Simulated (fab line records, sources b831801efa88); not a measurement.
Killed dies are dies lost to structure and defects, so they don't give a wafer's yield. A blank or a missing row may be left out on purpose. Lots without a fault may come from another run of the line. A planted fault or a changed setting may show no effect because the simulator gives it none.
Which tool did it? | flow gf180mcu | 24 lots, 72 wafers sampled, at 6 steps of a route of 602

WHAT THE GAUGES READ, wafer by wafer
GF_STI_THK_MEAS_02. Usual: STI_OXIDATION_THK 10.06 nm, standard deviation 0.16.
lot  | measured    | on            | STI_OXIDATION_THK (nm) | flag
L074 | day 1 11:34 | film_metro-04 | 10.02 9.94 10.01       |
L075 | day 1 17:28 | film_metro-04 | 10.06 9.85 9.71        |
L076 | day 1 22:25 | film_metro-04 | 9.86 9.81 9.91         |
L077 | day 2 02:31 | film_metro-04 | 9.91 9.74 9.76         |
L078 | day 2 08:58 | film_metro-04 | 10.22 10.05 10.07      |
L079 | day 2 12:34 | film_metro-04 | 9.87 9.96 9.91         |
L080 | day 2 17:31 | film_metro-04 | 10.12 10.16 10.15      |
L081 | day 2 23:28 | film_metro-02 | 9.84 10.13 9.80        |
L082 | day 3 03:31 | film_metro-02 | 10.10 10.13 10.38      |
L083 | day 3 08:31 | film_metro-04 | 9.95 9.95 10.00        |
L084 | day 3 13:40 | film_metro-01 | 10.18 10.35 10.53      |
L085 | day 3 19:36 | film_metro-04 | 10.27 10.21 10.34      |
L086 | day 3 23:31 | film_metro-02 | 10.06 9.94 10.00       |
L087 | day 4 04:49 | film_metro-04 | 10.08 10.17 10.02      |
L088 | day 4 09:31 | film_metro-02 | 10.25 10.26 10.16      |
L089 | day 4 14:31 | film_metro-01 | 10.19 10.20 10.15      |
L090 | day 4 19:31 | film_metro-01 | 9.92 9.99 9.89         |
L091 | day 5 00:31 | film_metro-01 | 10.38 10.32 10.12      |
L092 | day 5 06:38 | film_metro-04 | 10.11 9.84 9.99        |
L093 | day 5 10:39 | film_metro-01 | 10.11 10.12 10.03      |
L094 | day 5 15:31 | film_metro-01 | 9.72 10.10 10.01       |
L095 | day 5 20:31 | film_metro-02 | 10.19 10.21 10.02      |
L096 | day 6 01:32 | film_metro-04 | 10.04 10.02 10.16      |
L097 | day 6 06:41 | film_metro-04 | 10.22 10.13 10.17      |

GF_PSD_OVL_MEAS_08. Usual: PSD_OVL -0.1 nm, standard deviation 1.4.
lot  | measured     | on         | PSD_OVL (nm)   | flag
L074 | day 14 01:50 | overlay-02 | -0.2 0.5 -0.6  |
L075 | day 14 13:08 | overlay-01 | 1.1 0.2 2.0    |
L076 | day 14 23:35 | overlay-01 | -1.6 -2.3 -2.8 |
L077 | day 15 04:02 | overlay-01 | -1.4 -0.2 -1.5 |
L078 | day 15 16:32 | overlay-01 | -0.6 1.2 0.3   |
L079 | day 15 23:26 | overlay-01 | -1.5 -1.4 -0.5 |
L080 | day 16 06:17 | overlay-02 | 1.8 2.1 2.3    |
L081 | day 17 05:14 | overlay-01 | 1.6 1.2 0.2    |
L082 | day 17 07:41 | overlay-02 | 0.2 1.0 -0.4   |
L083 | day 17 13:50 | overlay-01 | -3.5 -0.7 -0.6 |
L084 | day 18 02:59 | overlay-01 | 1.1 3.7 -0.1   |
L085 | day 18 15:56 | overlay-02 | -0.3 0.9 0.6   |
L086 | day 18 15:17 | overlay-02 | -0.4 0.3 3.7   |
L087 | day 19 01:59 | overlay-01 | -0.6 1.4 0.8   |
L088 | day 19 10:11 | overlay-02 | -3.3 -1.6 -3.3 |
L089 | day 20 00:11 | overlay-01 | 0.6 -0.8 -0.5  |
L090 | day 19 22:56 | overlay-02 | 0.0 0.3 -1.0   |
L091 | day 20 07:11 | overlay-01 | 0.9 -0.4 -0.8  |
L092 | day 20 13:53 | overlay-02 | 1.4 4.5 0.9    |
L093 | day 20 21:26 | overlay-01 | 0.8 0.7 -1.4   |
L094 | day 21 08:59 | overlay-02 | -3.1 -1.4 -2.2 |
L095 | day 21 15:15 | overlay-01 | 0.4 0.4 -1.0   |
L096 | day 21 21:47 | overlay-01 | -0.3 0.3 -1.4  |
L097 | day 22 07:38 | overlay-02 | -1.1 1.5 0.2   |

GF_SAB_CD_MEAS_09: target cd 420 nm. Usual: cd_nm 420.4 nm, standard deviation 1.9.
lot  | measured     | on        | cd_nm (nm)        | flag
L074 | day 14 23:26 | cd_sem-02 | 421.8 420.2 419.5 |
L075 | day 15 11:04 | cd_sem-02 | 423.6 422.0 421.6 |
L076 | day 15 22:46 | cd_sem-02 | 416.3 416.5 418.1 |
L077 | day 16 03:08 | cd_sem-01 | 420.9 420.4 420.9 |
L078 | day 16 15:01 | cd_sem-01 | 420.4 421.7 419.4 |
L079 | day 16 21:58 | cd_sem-02 | 420.5 421.5 421.4 |
L080 | day 17 05:25 | cd_sem-01 | 418.9 421.2 420.4 |
L081 | day 18 05:10 | cd_sem-02 | 422.1 419.5 421.2 |
L082 | day 18 07:49 | cd_sem-02 | 424.3 423.1 421.8 |
L083 | day 18 14:13 | cd_sem-02 | 418.4 419.7 420.5 |
L084 | day 19 03:41 | cd_sem-02 | 421.2 421.5 417.4 |
L085 | day 19 17:38 | cd_sem-01 | 421.3 419.6 422.3 |
L086 | day 19 16:28 | cd_sem-01 | 423.0 423.4 424.9 |
L087 | day 20 02:57 | cd_sem-01 | 421.8 422.0 422.4 |
L088 | day 20 11:16 | cd_sem-01 | 419.4 419.6 419.3 |
L089 | day 21 00:32 | cd_sem-01 | 418.1 417.7 416.9 |
L090 | day 20 23:19 | cd_sem-01 | 419.8 418.5 420.0 |
L091 | day 21 07:59 | cd_sem-02 | 420.7 420.3 421.8 |
L092 | day 21 14:23 | cd_sem-01 | 420.0 420.7 423.2 |
L093 | day 21 21:29 | cd_sem-02 | 419.4 421.6 419.4 |
L094 | day 22 09:17 | cd_sem-02 | 417.3 420.0 418.5 |
L095 | day 22 14:58 | cd_sem-01 | 418.8 417.6 418.5 |
L096 | day 22 21:17 | cd_sem-01 | 421.3 419.2 422.4 |
L097 | day 23 07:14 | cd_sem-01 | 421.5 418.2 423.6 |

GF_V3_CD_MEAS_14: target cd 260 nm. Usual: cd_nm 260.0 nm, standard deviation 1.2.
lot  | measured     | on        | cd_nm (nm)        | flag
L074 | day 22 07:53 | cd_sem-02 | 257.1 258.5 259.3 |
L075 | day 22 18:22 | cd_sem-01 | 259.6 259.4 259.6 |
L076 | day 23 07:07 | cd_sem-01 | 261.2 260.5 260.9 |
L077 | day 23 10:35 | cd_sem-01 | 260.4 260.0 259.2 |
L078 | day 23 22:49 | cd_sem-01 | 260.5 260.1 260.8 |
L079 | day 24 03:40 | cd_sem-01 | 258.2 258.6 258.8 |
L080 | day 24 12:43 | cd_sem-02 | 260.3 259.0 260.9 |
L081 | day 25 11:49 | cd_sem-02 | 260.8 260.7 260.4 |
L082 | day 25 13:28 | cd_sem-02 | 261.5 260.5 260.2 |
L083 | day 25 19:07 | cd_sem-02 | 261.2 260.1 258.9 |
L084 | day 26 06:11 | cd_sem-02 | 261.5 260.4 260.3 |
L085 | day 26 17:56 | cd_sem-02 | 264.5 262.9 263.4 |
L086 | day 26 16:58 | cd_sem-01 | 258.8 260.0 259.5 |
L087 | day 27 02:33 | cd_sem-01 | 259.6 259.4 260.1 |
L088 | day 27 09:25 | cd_sem-02 | 261.5 261.5 259.9 |
L089 | day 27 20:20 | cd_sem-01 | 258.3 257.6 259.2 |
L090 | day 27 18:46 | cd_sem-02 | 260.8 260.1 259.9 |
L091 | day 28 01:35 | cd_sem-01 | 261.1 260.4 260.0 |
L092 | day 28 09:17 | cd_sem-02 | 257.8 258.9 258.5 |
L093 | day 28 14:02 | cd_sem-01 | 258.5 260.3 258.1 |
L094 | day 29 00:26 | cd_sem-01 | 259.4 260.3 259.4 |
L095 | day 29 04:40 | cd_sem-02 | 260.5 261.0 261.1 |
L096 | day 29 10:44 | cd_sem-01 | 260.2 260.0 259.8 |
L097 | day 29 18:02 | cd_sem-02 | 258.0 259.5 258.3 |

WHICH TOOL RAN EACH LOT (tool, then ch and the chambers of the sampled wafers, then the start)
lot  | GF_NWELL_STRIP_10                   | GF_V1_CVD_02
L074 | plasma_asher-04 ch 0,1, day 3 06:39 | pecvd-04 ch 0,1, day 17 00:17
L075 | plasma_asher-04 ch 0,1, day 3 14:27 | pecvd-01 ch 0,2, day 17 11:48
L076 | plasma_asher-02 ch 0,1, day 3 19:03 | pecvd-01 ch 0,2, day 18 01:01
L077 | plasma_asher-02 ch 0,1, day 3 23:36 | pecvd-01 ch 1,2, day 18 05:01
L078 | plasma_asher-02 ch 0,1, day 4 06:31 | pecvd-01 ch 0,2, day 18 17:31
L079 | plasma_asher-04 ch 0, day 4 09:57   | pecvd-02 ch 1,2, day 19 00:37
L080 | plasma_asher-02 ch 0,1, day 4 15:16 | pecvd-01 ch 0,1,2, day 19 09:16
L081 | plasma_asher-01 ch 0,1, day 5 00:33 | pecvd-04 ch 0,1, day 20 10:22
L082 | plasma_asher-01 ch 0,1, day 5 02:12 | pecvd-02 ch 0,1,2, day 20 12:34
L083 | plasma_asher-01 ch 0,1, day 5 06:45 | pecvd-02 ch 0,1,2, day 20 19:07
L084 | plasma_asher-04 ch 0, day 5 16:00   | pecvd-01 ch 0,2, day 21 08:47
L085 | plasma_asher-04 ch 0, day 5 19:36   | pecvd-01 ch 1,2, day 21 21:14
L086 | plasma_asher-01 ch 0,1, day 6 00:27 | pecvd-02 ch 0,1,2, day 21 20:25
L087 | plasma_asher-01 ch 0,1, day 6 07:11 | pecvd-01 ch 0,1,2, day 22 07:25
L088 | plasma_asher-01 ch 0,1, day 6 10:15 | pecvd-04 ch 0,1,2, day 22 15:26
L089 | plasma_asher-04 ch 0,1, day 6 17:39 | pecvd-01 ch 0,2, day 23 03:37
L090 | plasma_asher-04 ch 0,1, day 6 22:51 | pecvd-01 ch 0,1,2, day 23 01:33
L091 | plasma_asher-01 ch 0,1, day 7 03:21 | pecvd-01 ch 0,1, day 23 09:56
L092 | plasma_asher-02 ch 0,1, day 7 11:09 | pecvd-01 ch 0,2, day 23 16:38
L093 | plasma_asher-02 ch 0,1, day 7 15:54 | pecvd-04 ch 0,1,2, day 23 23:31
L094 | plasma_asher-02 ch 0,1, day 7 20:57 | pecvd-01 ch 0,1, day 24 11:19
L095 | plasma_asher-02 ch 0,1, day 8 02:27 | pecvd-01 ch 0,2, day 24 16:37
L096 | plasma_asher-02 ch 0,1, day 8 08:27 | pecvd-01 ch 0,1,2, day 24 22:28
L097 | plasma_asher-01 ch 0,1, day 8 14:21 | pecvd-01 ch 1,2, day 25 07:43
- GF_NWELL_STRIP_10: strips in O2/N2.
- GF_V1_CVD_02: deposits SiO2 from TEOS, target thk 850 nm, time 94.851 s.

WHAT THE TOOLS THEMSELVES READ (means of the sampled wafers that have a number; where no wafer has one, the mark that the record gives instead)
GF_NWELL_STRIP_10. Usual: drypump_motor_current_A 5.9 A, standard deviation 0.48; heater_power_w 333 W, standard deviation 28; oes_product_au 0.722 a.u., standard deviation 0.0038; strip_time_to_endpoint_s 36.94 s, standard deviation 0.13.
lot  | tool            | drypump_motor_current_A (A) | heater_power_w (W) | oes_product_au (a.u.) | strip_time_to_endpoint_s (s) | flag
L074 | plasma_asher-04 | 6.1                         | 361                | 0.724                 | 37.06                        |
L075 | plasma_asher-04 | 6.1                         | 367                | 0.722                 | 37.01                        |
L076 | plasma_asher-02 | 6.4                         | 327                | 0.721                 | 37.07                        |
L077 | plasma_asher-02 | 6.1                         | 338                | 0.723                 | 37.23                        |
L078 | plasma_asher-02 | 6.4                         | 323                | 0.724                 | 37.00                        |
L079 | plasma_asher-04 | 5.8                         | 327                | 0.719                 | 37.08                        |
L080 | plasma_asher-02 | 6.1                         | 338                | 0.718                 | 36.96                        |
L081 | plasma_asher-01 | 5.3                         | 308                | 0.720                 | 36.80                        |
L082 | plasma_asher-01 | 5.3                         | 308                | 0.725                 | 36.95                        |
L083 | plasma_asher-01 | 5.5                         | 328                | 0.728                 | 36.79                        |
L084 | plasma_asher-04 | 5.8                         | 320                | 0.722                 | 36.83                        |
L085 | plasma_asher-04 | 5.8                         | 330                | 0.719                 | 36.91                        |
L086 | plasma_asher-01 | 5.3                         | 311                | 0.719                 | 36.94                        |
L087 | plasma_asher-01 | 5.3                         | 315                | 0.728                 | 36.93                        |
L088 | plasma_asher-01 | 5.5                         | 325                | 0.721                 | 37.12                        |
L089 | plasma_asher-04 | 5.9                         | 343                | 0.722                 | 36.79                        |
L090 | plasma_asher-04 | 6.1                         | 364                | 0.719                 | 36.78                        |
L091 | plasma_asher-01 | 5.3                         | 314                | 0.721                 | 36.87                        |
L092 | plasma_asher-02 | 6.1                         | 338                | 0.724                 | 36.92                        |
L093 | plasma_asher-02 | 6.1                         | 338                | 0.719                 | 37.00                        |
L094 | plasma_asher-02 | 6.4                         | 324                | 0.722                 | 36.89                        |
L095 | plasma_asher-02 | 6.1                         | 335                | 0.721                 | 37.03                        |
L096 | plasma_asher-02 | 6.4                         | 323                | 0.722                 | 36.90                        |
L097 | plasma_asher-01 | 5.3                         | 309                | 0.722                 | 36.84                        |

GF_V1_CVD_02. Usual: heater_power_w 713 W, standard deviation 140.
lot  | tool     | heater_power_w (W) | flag
L074 | pecvd-04 | 623                |
L075 | pecvd-01 | 819                |
L076 | pecvd-01 | 813                |
L077 | pecvd-01 | 606                |
L078 | pecvd-01 | 730                |
L079 | pecvd-02 | 613                |
L080 | pecvd-01 | 755                |
L081 | pecvd-04 | 617                |
L082 | pecvd-02 | 707                |
L083 | pecvd-02 | 598                |
L084 | pecvd-01 | 721                |
L085 | pecvd-01 | 667                |
L086 | pecvd-02 | 587                |
L087 | pecvd-01 | 694                |
L088 | pecvd-04 | 668                |
L089 | pecvd-01 | 704                |
L090 | pecvd-01 | 757                |
L091 | pecvd-01 | 854                |
L092 | pecvd-01 | 856                |
L093 | pecvd-04 | 669                |
L094 | pecvd-01 | 860                |
L095 | pecvd-01 | 834                |
L096 | pecvd-01 | 740                |
L097 | pecvd-01 | 624                |

THE ANSWER, worked out from the rows above alone
Rule: a lot is off if the mean of its wafers that have a number lies more than 3 standard deviations from the usual mean. A lot without any number at a reading at which 4 lots or more have one is off too. The other lots that the step has rows for count as sound. The gauges are gone through in route order, then the tools' own readings, and for those a lot's mean is taken as printed above. The first step at which some lot is off is used, and at that step the reading that is off furthest; a lot without a number counts as furthest.
No lot is off at any reading shown: from this, nothing can be told.

WHAT THE SIMULATOR HAD PUT IN
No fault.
